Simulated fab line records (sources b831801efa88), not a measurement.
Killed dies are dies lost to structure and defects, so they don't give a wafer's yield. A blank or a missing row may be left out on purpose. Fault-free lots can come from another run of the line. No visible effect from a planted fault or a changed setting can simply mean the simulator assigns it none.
2 desks, one fault | flow sky130 | numbers are kept per desk, each desk with only its own; the story behind them comes last

## METROLOGY DESK
What the gauges read, lot by lot, whatever tool the lot ran on: means of the sampled wafers that have a number. A lot is out of limits, marked OUT, if its mean lies more than 4 standard deviations from the usual mean; the brackets give that distance.
Columns: A = METAL4_OVL at SKY_METAL4_OVL_MEAS_14, usual 1 nm
lot  | first seen here | A
L985 | day 41 19:30    | 3
L987 | day 42 03:16    | -7
L989 | day 43 02:49    | -7
L988 | day 43 06:10    | -8
L990 | day 43 13:17    | 9
L992 | day 44 02:29    | 8
L993 | day 44 09:25    | -8
L994 | day 44 11:30    | 0
L995 | day 45 00:26    | -1
L103 | day 46 13:42    | -9
L105 | day 46 23:44    | -3
L107 | day 47 22:18    | 2
L108 | day 48 04:14    | 9
Finding of this desk: none of the 13 lots has anything out of limits.

## FOR THE TOOL OWNER'S DESK: rieDiel-03
The tool's own readings at SKY_POLY_CUT_ETCH_11 (etches Si3N4 in CF4/CH2F2/Ar, stops on poly-Si, time 42.5 s, target depth 60 nm): means of the sampled wafers that have a number, for each lot that ran on this tool. A lot is out of limits, marked OUT, if its mean lies more than 4 standard deviations from the usual mean; the brackets give that distance.
Columns: A = drypumpMotorCurrentA at SKY_POLY_CUT_ETCH_11, usual 5.7 A; B = oesProductAu at SKY_POLY_CUT_ETCH_11, usual 0.828 a.u.; C = throttleValvePct at SKY_POLY_CUT_ETCH_11, usual 14.992 %
lot  | first seen here | A   | B     | C
L988 | day 26 02:06    | 5.9 | 0.823 | 14.998
L992 | day 27 01:40    | 6.2 | 0.832 | 14.991
L993 | day 27 10:57    | 6.1 | 0.828 | 14.992
L994 | day 27 14:12    | 5.9 | 0.826 | 14.994
L103 | day 30 10:03    | 6.2 | 0.837 | 14.993
L105 | day 31 00:27    | 5.8 | 0.823 | 14.990
Finding of this desk: none of the 6 lots has anything out of limits.

## ALL TOGETHER
Nothing out of limits was seen by the metrology desk.
The desk of the tool owner found nothing out of limits.

## WHAT THE SIMULATOR HAD INSERTED
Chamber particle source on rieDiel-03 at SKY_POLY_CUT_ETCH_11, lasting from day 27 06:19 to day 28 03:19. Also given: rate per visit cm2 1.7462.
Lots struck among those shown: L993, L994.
